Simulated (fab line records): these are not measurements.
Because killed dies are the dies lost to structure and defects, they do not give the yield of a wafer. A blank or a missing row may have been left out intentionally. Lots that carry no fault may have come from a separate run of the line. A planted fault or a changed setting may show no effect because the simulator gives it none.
Comparing a struck lot with a sound one -- flow gf180mcu -- 15 steps out of a route of 602
Sound: the wafers L880.1, L880.2, L880.6. Wafers L890.1, L890.2, L890.4 were the ones struck. The cause comes at the end.
For every step that has rows: the tool of each side, followed by ch and its chambers, followed by its first start. Under that, the readings that differ: sound wafers -- struck wafers -- difference of the means -- sigmas: that difference in standard deviations of wafers without a fault.
alike: same words and numbers on both sides, and readings whose means sit less than 2 such deviations apart. not compared: any withheld reading, any reading some wafer has no value for, any bound like >300 that may hide the same value, and any number with overlapping values for which the record gives no deviation.
The two part at a step that has a row with sigmas, a row that says differs or no value, or rows on one side only. Numbers that have no deviation but don't overlap get no sigmas and don't part them. A reading missing from all wafers of one side parts the sides only when that side holds two or more wafers.

GF_V5_THK_MEAS_01:
  sound on filmMetro-02, day 28 10:26; struck on filmMetro-01, day 31 14:48
  alike: V5_CVD_00_THK
GF_V5_CVD_02: deposits SiO2 from TEOS, target thk 1450 nm, time 163.28 s.
  sound on pecvd-01 ch 0,1,2, day 28 10:30; struck on pecvd-01 ch 1,2, day 31 14:52
  alike: heaterPowerW
GF_V5_THK_MEAS_03:
  sound on filmMetro-03, day 28 10:36; struck on filmMetro-02, day 31 14:58
  alike: V5_CVD_02_THK
GF_V5_CMP_04: polishes SiO2.
  sound on cmp-02 ch 0,2,3, day 28 10:51; struck on cmp-02 ch 0,2,3, day 31 15:02
  alike: motorCurrentA
GF_V5_BOW_MEAS_05:
  sound on filmMetro-01, day 28 11:09; struck on filmMetro-03, day 31 15:20
reading,sound,struck,difference,sigmas
V5_BOW (um),117 112 115,139 130 141,+22,+3
then, 7 steps without rows for these wafers: GF_V5_DEHYDRATE_06 (time 60 s); GF_V5_HMDS_07 (prime time 60 s); GF_V5_COAT_08; GF_V5_COAT_09 (resist thk 1000 nm); GF_V5_SOFTBAKE_10 (time 60 s); GF_V5_EXPOSE_11 (exposes mask Via5, target cd 260 nm); GF_V5_PEB_12 (peb time 90 s).
GF_V5_DEVELOP_13: develop time 60 s.
  sound on lithoTrack-02 ch 0, day 29 05:55; struck on lithoTrack-02 ch 0, day 32 08:07
reading,sound,struck,difference,sigmas
developerTempC (C),20.94 21.12 21.11,20.16 20.21 20.10,-0.90,-9
GF_V5_CD_MEAS_14: target cd 260 nm.
  sound on cdSem-02, day 29 06:04; struck on cdSem-01, day 32 08:16
  alike: cdNm
following that, these wafers have no rows for 1 step: GF_PASSIVATION_PROBE_99.

== WHERE THEY PART ==
Earliest at GF_V5_BOW_MEAS_05; latest, in this record, at GF_V5_DEVELOP_13. Later steps at which nothing parts them and some readings are alike: GF_V5_CD_MEAS_14.

WHY: what the simulator had put in
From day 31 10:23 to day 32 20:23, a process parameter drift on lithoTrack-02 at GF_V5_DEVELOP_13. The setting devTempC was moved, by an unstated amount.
